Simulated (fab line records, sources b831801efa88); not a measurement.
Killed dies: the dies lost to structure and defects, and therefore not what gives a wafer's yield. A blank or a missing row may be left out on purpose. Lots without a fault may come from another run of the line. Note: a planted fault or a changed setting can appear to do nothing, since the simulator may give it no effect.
fab line records -- flow gf180mcu -- part 2 of 2: steps 28 to 36 of 36
record lots=5, wafers=15, last_day=34
route steps=602 shown M4@462 V4@476
lots that met no fault: from a run of the same line without faults
start_h: start of the lot's first displayed wafer, in hours after the record's first day -- wait_h: hours since the lot's step before -- " same as the row above -- L1.1+2: several wafers, shown together as one row -- - no value present, or no start provided -- * or withheld: withheld -- < > ~ a bound
route shown NAME@n: names a module that has steps shown in the file, with the first one's number in the route -- usual: mean/standard deviation of fault-free wafers -- same: alike in all rows -- chamber/n: place in a boat -- sites: the reading at each site -- _std_site: standard deviation of those values -- _edge_site: the outer-site mean with the inner-site mean subtracted -- radius_mm: for every site, how far away it sits from the centre of the wafer -- mask NAME#n: copy n -- behind: the most recent tool/chamber to have shaped the wafer -- hold: the reason the lot was held/the length of the hold in hours/how it ended -- device: whichever transistor did not switch (one of n, p or np) -- end of line: the tests these same wafers got at the end of their route -- a step without rows: its recipe alone -- killed: count of dies lost to structure and defects at first sort (not the wafer's yield) -- map: a wafer's dies, marking killed ones x, the rest . and places with no die _
set.NAME: the setting the step ran with; set.NAME@STEP: the setting that earlier step ran with -- model.NAME: the simulator's own value behind a step, which no gauge read
lots seen at some steps along the route; tables by step, rows by wafer
services: a tool's chamber out of use, with start hour (start_h, from the record's first day; less than 0 if before it), hours out, and reason
## steps
# step GF_V4_DEVELOP_13
# recipe develop_time_s=60, resist=KrF, dev_temp_c=21
# usual chill_plate_temp_C=23.02/0.11
# same develop_time_s=60
lot.wafer,tool,chamber,start_h,wait_h,chill_plate_temp_C
L078.4,litho_track-01,0,608.59,0.1,23.06
L078.5,litho_track-01,0,608.59,0.1,23.10
L078.6,litho_track-01,0,608.59,0.1,23.00
L087.1,litho_track-03,0,661.56,0.2,22.96
L087.2,litho_track-03,0,661.56,0.2,22.88
L087.6,litho_track-03,0,661.56,0.2,22.95
L091.1,litho_track-04,0,692.93,0.2,23.20
L091.5,litho_track-04,0,692.93,0.2,22.99
L091.6,litho_track-04,0,692.93,0.2,23.03
L095.1,litho_track-04,0,715.88,0.2,23.03
L095.3,litho_track-04,0,715.88,0.2,23.10
L095.5,litho_track-04,0,715.88,0.2,23.13
L096.1,litho_track-03,0,721.11,0.2,22.97
L096.2,litho_track-03,0,721.11,0.2,23.11
L096.4,litho_track-03,0,721.11,0.2,23.02
# step GF_V4_CD_MEAS_14
# recipe target_cd_nm=260
# usual cd_nm=260.4/1.2
lot.wafer,tool,chamber,start_h,wait_h,cd_nm
L078.4,cd_sem-01,-,608.72,0.1,260.5
L078.5,cd_sem-01,-,608.72,0.1,259.8
L078.6,cd_sem-01,-,608.72,0.1,259.1
L087.1,cd_sem-02,-,661.71,0.1,259.5
L087.2,cd_sem-02,-,661.71,0.1,260.5
L087.6,cd_sem-02,-,661.71,0.1,259.2
L091.1,cd_sem-01,-,693.08,0.1,259.5
L091.5,cd_sem-01,-,693.08,0.1,259.9
L091.6,cd_sem-01,-,693.08,0.1,259.5
L095.1,cd_sem-02,-,716.03,0.1,259.7
L095.3,cd_sem-02,-,716.03,0.1,260.8
L095.5,cd_sem-02,-,716.03,0.1,260.4
L096.1,cd_sem-02,-,721.26,0.1,262.4
L096.2,cd_sem-02,-,721.26,0.1,262.1
L096.4,cd_sem-02,-,721.26,0.1,261.5
# step GF_V4_OVL_MEAS_15
# usual V4_OVL=4/4.8
lot.wafer,tool,chamber,start_h,wait_h,V4_OVL[nm]
L078.4,overlay-01,-,608.80,0.1,5
L078.5,overlay-01,-,608.80,0.1,3
L078.6,overlay-01,-,608.80,0.1,4
L087.1,overlay-02,-,661.83,0.1,3
L087.2,overlay-02,-,661.83,0.1,-3
L087.6,overlay-02,-,661.83,0.1,3
L091.1,overlay-02,-,693.20,0.1,9
L091.5,overlay-02,-,693.20,0.1,1
L091.6,overlay-02,-,693.20,0.1,3
L095.1,overlay-01,-,716.15,0.1,12
L095.3,overlay-01,-,716.15,0.1,10
L095.5,overlay-01,-,716.15,0.1,13
L096.1,overlay-02,-,721.38,0.1,4
L096.2,overlay-02,-,721.38,0.1,10
L096.4,overlay-02,-,721.38,0.1,9
# step GF_V4_ETCH_16
# recipe chemistry=N2/H2, target_depth_a=withheld, overetch_a=withheld, time_s=withheld, target=BARC, ion_energy_ev=200, source_w=500, bias_w=100, pressure_mtorr=30, n2_flow_sccm=100, h2_flow_sccm=200
# usual drypump_motor_current_A=5.6/0.48, n2_flow_sccm=99.9/0.34, oes_product_au=0.855/0.0051, throttle_valve_pct=13.225/0.0092
lot.wafer,tool,chamber,start_h,wait_h,drypump_motor_current_A,n2_flow_sccm,oes_product_au,throttle_valve_pct
L078.4,rie_diel-03,1,608.84,0.0,5.7,100.0,0.855,13.223
L078.5,rie_diel-03,2,608.84,0.0,6.3,99.2,0.865,13.217
L078.6,rie_diel-03,3,608.84,0.0,6.1,100.3,0.854,13.225
L087.1,rie_diel-03,1,661.86,0.0,5.7,99.8,0.856,13.229
L087.2,rie_diel-03,2,661.86,0.0,6.3,100.4,0.851,13.221
L087.6,rie_diel-03,2,661.86,0.0,6.4,100.1,0.855,13.219
L091.1,rie_diel-02,0,693.23,0.0,4.8,99.9,0.854,13.219
L091.5,rie_diel-02,3,693.23,0.0,5.2,100.3,0.858,13.231
L091.6,rie_diel-02,2,693.23,0.0,5.8,100.0,0.855,13.205
L095.1,rie_diel-03,3,716.18,0.0,6.1,99.6,0.852,13.230
L095.3,rie_diel-03,2,716.18,0.0,6.4,99.7,0.848,13.241
L095.5,rie_diel-03,3,716.18,0.0,6.1,99.3,0.854,13.225
L096.1,rie_diel-02,3,721.41,0.0,5.2,99.5,0.851,13.227
L096.2,rie_diel-02,1,721.41,0.0,5.0,100.0,0.837,13.225
L096.4,rie_diel-02,0,721.41,0.0,4.8,99.7,0.860,13.238
# step GF_V4_ETCH_17
# recipe chemistry=C4F8/O2/Ar, mask_material=KrF, target=SiO2, stop_on=TiN, source_w=1500, bias_w=1200, pressure_mtorr=40, c4f8_flow_sccm=withheld, O2_flow_sccm=6, Ar_flow_sccm=300, time_s=withheld, target_depth_a=6300
# usual oes_product_au=0.856/0.0042
lot.wafer,tool,chamber,start_h,wait_h,oes_product_au
L078.4,rie_diel-03,1,-,-,0.856
L078.5,rie_diel-03,2,-,-,0.850
L078.6,rie_diel-03,3,-,-,0.855
L087.1,rie_diel-03,1,-,-,0.855
L087.2,rie_diel-03,2,-,-,0.859
L087.6,rie_diel-03,2,-,-,0.861
L091.1,rie_diel-02,0,-,-,0.852
L091.5,rie_diel-02,3,-,-,0.860
L091.6,rie_diel-02,2,-,-,0.865
L095.1,rie_diel-03,3,-,-,0.856
L095.3,rie_diel-03,2,-,-,0.851
L095.5,rie_diel-03,3,-,-,0.859
L096.1,rie_diel-02,3,-,-,0.855
L096.2,rie_diel-02,1,-,-,0.855
L096.4,rie_diel-02,0,-,-,0.854
# step GF_V4_STRIP_18
# recipe chemistry=O2/N2, power_w=1400, pressure_mtorr=1500, platen_temp_c=250, o2_flow_sccm=3000, n2_flow_sccm=300, overash_fraction=0.5
# usual drypump_motor_current_A=5.8/0.46, heater_power_w=311/30, n2_flow_sccm=300.1/0.94, oes_product_au=0.593/0.0052
lot.wafer,tool,chamber,start_h,wait_h,drypump_motor_current_A,heater_power_w,n2_flow_sccm,oes_product_au,rf_hours_counter_h
L078.4,plasma_asher-02,1,608.98,-,6.2,315,301.4,0.598,-
L078.5,plasma_asher-02,1,608.98,-,6.2,311,300.4,0.599,-
L078.6,plasma_asher-02,0,608.98,-,6.3,286,300.9,0.593,-
L087.1,plasma_asher-02,1,662.06,-,6.2,312,300.3,0.585,89
L087.2,plasma_asher-02,0,662.06,-,6.3,279,300.3,0.587,89
L087.6,plasma_asher-02,1,662.06,-,6.3,311,300.0,0.592,-
L091.1,plasma_asher-01,1,693.36,-,5.4,289,299.4,0.587,107
L091.5,plasma_asher-01,1,693.36,-,5.4,280,299.8,0.592,-
L091.6,plasma_asher-01,0,693.36,-,5.2,357,300.6,0.591,-
L095.1,plasma_asher-02,1,716.31,-,6.2,308,301.4,0.585,95
L095.3,plasma_asher-02,0,716.31,-,6.2,275,300.9,0.584,-
L095.5,plasma_asher-02,1,716.31,-,6.3,316,302.1,0.583,-
L096.1,plasma_asher-02,1,721.54,-,6.3,305,301.3,0.594,96
L096.2,plasma_asher-02,0,721.54,-,6.3,277,301.5,0.595,96
L096.4,plasma_asher-02,0,721.54,-,6.3,280,299.7,0.586,-
# step GF_V4_STRIP_19
# recipe chemistry=post_etch_residue_remover, time_s=1200, temp_c=72.5
lot.wafer,tool,chamber,start_h,wait_h
L078.4+5+6,wet_bench-02,2,609.05,0.0
L087.1+2+6,wet_bench-03,2,662.16,0.1
L091.1+5+6,wet_bench-03,2,693.46,0.1
L095.1+3+5,wet_bench-02,2,716.41,0.1
L096.1+2+4,wet_bench-02,3,721.64,0.1
# step GF_V4_CLEAN_20
# recipe chemistry=DIW, dry=n2_spin
lot.wafer,tool,chamber,start_h,wait_h
L078.4+5+6,wet_bench-03,3,609.39,0.0
L087.1+2+6,wet_bench-01,3,662.53,0.0
L091.1+5+6,wet_bench-01,3,694.14,0.0
L095.1+3+5,wet_bench-01,2,716.75,0.0
L096.1+2+4,wet_bench-01,2,721.98,0.0
# step GF_V4_SPUTTER_21
# recipe material=Ti, target_thk_nm=15, chamber_pressure_pa=5, power_w=2500, substrate_temp_c=200, time_s=80.02
# usual throttle_valve_pct=30.3/0.9
lot.wafer,tool,chamber,start_h,wait_h,throttle_valve_pct
L078.4,pvd_sputter-04,-,609.48,0.0,29.5
L078.5,pvd_sputter-04,-,609.48,0.0,30.9
L078.6,pvd_sputter-04,-,609.48,0.0,30.3
L087.1,pvd_sputter-04,-,662.62,0.0,29.5
L087.2,pvd_sputter-04,-,662.62,0.0,31.2
L087.6,pvd_sputter-04,-,662.62,0.0,30.6
L091.1,pvd_sputter-01,-,694.24,0.0,28.4
L091.5,pvd_sputter-01,-,694.24,0.0,28.7
L091.6,pvd_sputter-01,-,694.24,0.0,30.4
L095.1,pvd_sputter-02,-,716.84,0.0,31.8
L095.3,pvd_sputter-02,-,716.84,0.0,28.9
L095.5,pvd_sputter-02,-,716.84,0.0,32.2
L096.1,pvd_sputter-02,-,722.07,0.0,29.0
L096.2,pvd_sputter-02,-,722.07,0.0,30.8
L096.4,pvd_sputter-02,-,722.07,0.0,31.8
## services
tool,chamber,start_h,hours,kind
pecvd-03,0,566.17,14.8,repair
krf_scanner-02,-,571.87,1.0,pm
cmp-02,-,575.96,4.0,pm
hdpcvd-01,-,584.58,0.6,repair
krf_scanner-02,-,588.42,0.7,repair
cmp-02,-,591.54,3.5,pm
pecvd-03,-,596.83,14.6,pm
hdpcvd-01,0,599.33,11.8,repair
krf_scanner-02,-,624.30,3.6,pm
rie_diel-03,-,626.37,1.4,repair
cmp-02,-,634.11,0.3,repair
plasma_asher-01,-,637.91,2.8,pm
krf_scanner-01,-,642.95,1.3,pm
krf_scanner-01,-,652.70,1.0,pm
wet_bench-04,-,657.69,4.4,pm
rie_diel-03,3,661.04,4.8,repair
krf_scanner-01,-,668.65,0.5,repair
cmp-01,-,668.69,0.5,repair
krf_scanner-02,-,670.71,1.3,pm
cmp-01,-,684.07,1.4,repair
krf_scanner-02,-,685.90,4.0,pm
krf_scanner-01,-,718.08,0.8,pm
krf_scanner-01,-,718.93,4.4,repair
rie_diel-02,2,719.20,2.9,repair
